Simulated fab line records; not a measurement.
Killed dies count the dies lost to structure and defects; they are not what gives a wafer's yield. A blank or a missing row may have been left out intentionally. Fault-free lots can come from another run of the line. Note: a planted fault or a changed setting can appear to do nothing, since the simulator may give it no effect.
A lot that was struck, set against a sound lot / flow sky130 / 15 steps out of a route of 708
Sound: these wafers, L393.1, L393.4, L393.5. Struck: wafer L407.5 (L407.3, L407.6, from the same lot, were not struck and are left out); the cause is given at the end.
Order at every step that has rows: each side's tool, ch and its chambers, its first start. Under that, the readings that differ: sound wafers / struck wafers / difference of the means / sigmas: that difference in standard deviations of wafers without a fault.
alike: readings with means less than 2 such deviations apart, plus words and numbers identical on both sides. not compared: withheld readings, readings lacking a value on some wafer, bounds such as >300 that could conceal the same value, and numbers that have no deviation in the record and whose values overlap.
Wherever a step has rows on one side only, a row that says differs or no value, or a row with sigmas, the two part there. Numbers that don't overlap but have no deviation are shown without sigmas and don't part them. A reading missing from all wafers of one side parts the sides only when that side holds two or more wafers.

SKY_LI_CONTACT_CMP_02: polishes PSG.
  sound on cmp-01 ch 0,1,3, day 28 02:18; struck on cmp-02 ch 0, day 33 00:52
  alike: motorCurrentA, timeToEndpointS
SKY_LI_CONTACT_BOW_MEAS_03:
  sound on filmMetro-01 at day 28 02:30; struck on filmMetro-01 at day 33 01:09
  alike: LI_CONTACT_BOW
then, 8 steps without rows for these wafers: SKY_LI_CONTACT_DEHYDRATE_04 (time 60 s); SKY_LI_CONTACT_HMDS_05 (prime time 60 s); SKY_LI_CONTACT_COAT_06 (resist thk 60 nm); SKY_LI_CONTACT_COAT_07 (resist thk 450 nm); SKY_LI_CONTACT_SOFTBAKE_08 (time 90 s); SKY_LI_CONTACT_EXPOSE_09 (exposes mask LICM1, target cd 170 nm); SKY_LI_CONTACT_PEB_10; SKY_LI_CONTACT_DEVELOP_11 (develop time 58.31 s).
SKY_LI_CONTACT_CD_MEAS_12: target cd 170 nm.
  sound on cdSem-02 at day 29 07:23; struck on cdSem-02 at day 34 03:40
  alike: cdNm
SKY_LI_CONTACT_OVL_MEAS_13:
  sound on overlay-01 at day 29 07:30; struck on overlay-02 at day 34 03:46
  alike: LI_CONTACT_OVL
SKY_LI_CONTACT_ETCH_14: etches BARC in N2/H2, stops on SiO2, time 45.9 s, target depth 60 nm.
  sound on rieDiel-01 ch 1,2, day 29 07:32; struck on rieDiel-01 ch 3, day 34 03:47
  alike: drypumpMotorCurrentA, h2FlowSccm, oesProductAu, throttleValvePct
  not compared: rfHoursCounterH, model.KrF-thick_of_LI_CONTACT_COAT_07.thkNm
SKY_LI_CONTACT_ETCH_15: etches PSG in C4F8/O2/Ar, stops on Si, target depth 600 nm.
  sound on rieDiel-01 ch 1,2, day 29 07:34; struck on rieDiel-01 ch 3, day 34 03:50
  alike: oesProductAu
-- the record jumps here: 15 days lie between the struck wafers' starts before and after (it left off in module LI_CONTACT and takes up again in module PAD_OPEN, whose first step shown is number 708 of the route) --
SKY_PAD_OPEN_PROBE_99:
  sound on prober-02 at day 45 19:33; struck on prober-02 at day 49 08:47
  alike: killed_at_M0_to_M3, killed_at_M4_up, killedAtContacts, killedAtFrontEnd, killedAtOther, killedDies, killedOpen, killedShort

## WHERE THEY PART
Nowhere in this record.

WHY: the cause the simulator had injected
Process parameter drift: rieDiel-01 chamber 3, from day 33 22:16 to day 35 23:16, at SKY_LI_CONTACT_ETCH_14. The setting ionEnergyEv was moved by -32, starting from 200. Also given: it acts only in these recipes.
